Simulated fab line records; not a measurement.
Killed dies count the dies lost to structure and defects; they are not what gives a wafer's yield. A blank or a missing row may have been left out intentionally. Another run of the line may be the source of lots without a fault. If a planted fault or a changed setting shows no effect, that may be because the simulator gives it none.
Chamber matching	flow gf180mcu	GF_V4_CVD_00 on hdpcvd-02 has 3 sister chambers
The step deposits SiO2, target thk 600 nm, time 100 s. 3 wafers are shown with their chamber, then 8 later ones without.

WAFERS WITH THEIR CHAMBER
wafer	chamber	sih4FlowSccm (sccm)
L324.5	0	60.29
L325.3	1	59.77
L325.4	2	59.62

WAFERS WHOSE CHAMBER IS MISSING
wafer	sih4FlowSccm (sccm)
L325.6	59.80
L326.5	59.82
L339.1	60.19
L339.2	59.79
L339.6	60.00
L340.1	60.08
L340.2	60.14
L340.3	60.12

CHAMBER TAKEN BY EACH
wafer	from the rows above	in truth
L325.6	can't be placed: 1 or 2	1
L326.5	can't be placed: 1 or 2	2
L339.1	0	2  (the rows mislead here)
L339.2	can't be placed: 1 or 2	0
L339.6	can't be placed: 1 or 0 or 2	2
L340.1	can't be placed: 0 or 1 or 2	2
L340.2	can't be placed: 0 or 1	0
L340.3	can't be placed: 0 or 1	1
0 of 8 placed correctly. Unplaceable from these rows: 7, with the true chamber sitting among the candidates in 6. Placed wrongly: 1.
How it was worked out, from the rows above alone: a wafer's distance from a chamber is the root of the sum, over the readings, of the square of ((its reading less the chamber's mean) divided by the reading's scatter). If the next closest chamber is less than 2 further off than the closest, the wafer can't be placed; otherwise it belongs to the closest. A chamber's mean is the mean of its shown wafers. The scatter: root of mean squared gap, hidden wafer to nearest shown wafer, with one shown wafer a chamber.
